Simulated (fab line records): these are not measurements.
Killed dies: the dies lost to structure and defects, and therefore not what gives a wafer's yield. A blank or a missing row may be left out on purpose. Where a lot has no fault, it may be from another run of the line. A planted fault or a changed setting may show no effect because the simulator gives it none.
Problem report, 8D (eight disciplines) form, completed by code | flow gf180mcu | the parts of the form that need people (team, actions taken, sign-off) are left out

1. WHAT WENT WRONG
CONTACT_CVD_00_THK at GF_CONTACT_THK_MEAS_01 reads a mean of 238 nm on 1 wafer of 1 lot; wafers without a fault read 300 nm with a standard deviation of 3.4. Measured from the usual mean, that is -18 standard deviations.
Earliest sighting: wafer L372.3 on film-metro-02 at day 21 10:48. At this step, 39 wafers from 13 lots have a number in the record. Rule for "out", or "out of limits": more than 4 standard deviations from the usual mean. All remaining wafers that have a number are taken as sound.

2. WHAT IT IS, WHAT IT ISN'T
question                    | is                 | is not
which readings at this step | CONTACT_CVD_00_THK | -
which lots                  | L372               | L356, L357, L358, L359, L360, L362, L363, L364, L367, L369, L376, L377
which wafers of those lots  | L372.3             | L372.2, L372.4
read on which gauges        | film-metro-02      | film-metro-01, film-metro-03
when                        | from day 21 10:48  | up to then (32 sound wafers); but 6 sound wafers of L376, L377 came after

3. THE SUSPECTS, EACH WITH WHAT RULES IT OUT
Counting: a tool at a process step up to the reading stays a suspect if it ran every lot that is out. Sound lots after the first of them don't rule it out here, since some wafers of a struck lot are sound.
- the gauge at GF_CONTACT_THK_MEAS_01: ruled out. All the wafers that are out were read on film-metro-02, but those of them that GF_CONTACT_ETCH_17 has rows for are out there too, on other tools.
- hdpcvd-01 at GF_CONTACT_CVD_00 (deposits SiO2, target thk 300 nm, time 50 s): kept. It processed L372, the lot that is out, at day 21 10:45, and its most recent sound lot before then was L369 at day 20 16:40.
After counting, what remains is hdpcvd-01 at GF_CONTACT_CVD_00.

4. THE CAUSE (what the simulator had put in)
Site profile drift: hdpcvd-01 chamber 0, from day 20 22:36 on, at GF_CONTACT_CVD_00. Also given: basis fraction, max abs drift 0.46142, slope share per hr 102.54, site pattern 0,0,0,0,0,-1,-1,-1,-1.
Only this tool survived the counting.

5. THE CHAIN OF EFFECTS, in route order
Rows list readings where the struck wafers' mean (over those with a number) sits beyond 3 standard deviations from the usual. Scope: only readings with a usual standard deviation given in the record; hours: median across lots of the time from each lot's start at the first step in this table that gives one to its start at this step; sigmas: change in usual standard deviations.
hours | step                   | reading            | usual      | on struck wafers | change | sigmas
0     | GF_CONTACT_THK_MEAS_01 | CONTACT_CVD_00_THK | 300 nm     | 238              | -62    | -18
-     | GF_CONTACT_ETCH_17     | oes-product-au     | 0.814 a.u. | 0.783            | -0.031 | -6.0
Here are the process steps it includes:
- GF_CONTACT_ETCH_17: etches SiO2 in C4F8/O2/Ar, stops on CoSi2, target depth 860 nm.
Later measuring or inspecting steps at which every struck wafer that the step has a row for has a number for every such reading, and none has moved that far: GF_M3_OVL_MEAS_15, GF_V3_THK_MEAS_01, GF_M5_CD_MEAS_07.

6. HOW IT WOULD HAVE BEEN CAUGHT EARLIER
The first out-of-limits reading at a measuring or inspecting step in this record came at day 21 10:48, 12 hours after the fault's start at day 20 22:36.
Lots out: 1; all had begun GF_CONTACT_CVD_00 on hdpcvd-01 by day 21 10:48. None of them would have been spared by holding the tool at that moment.
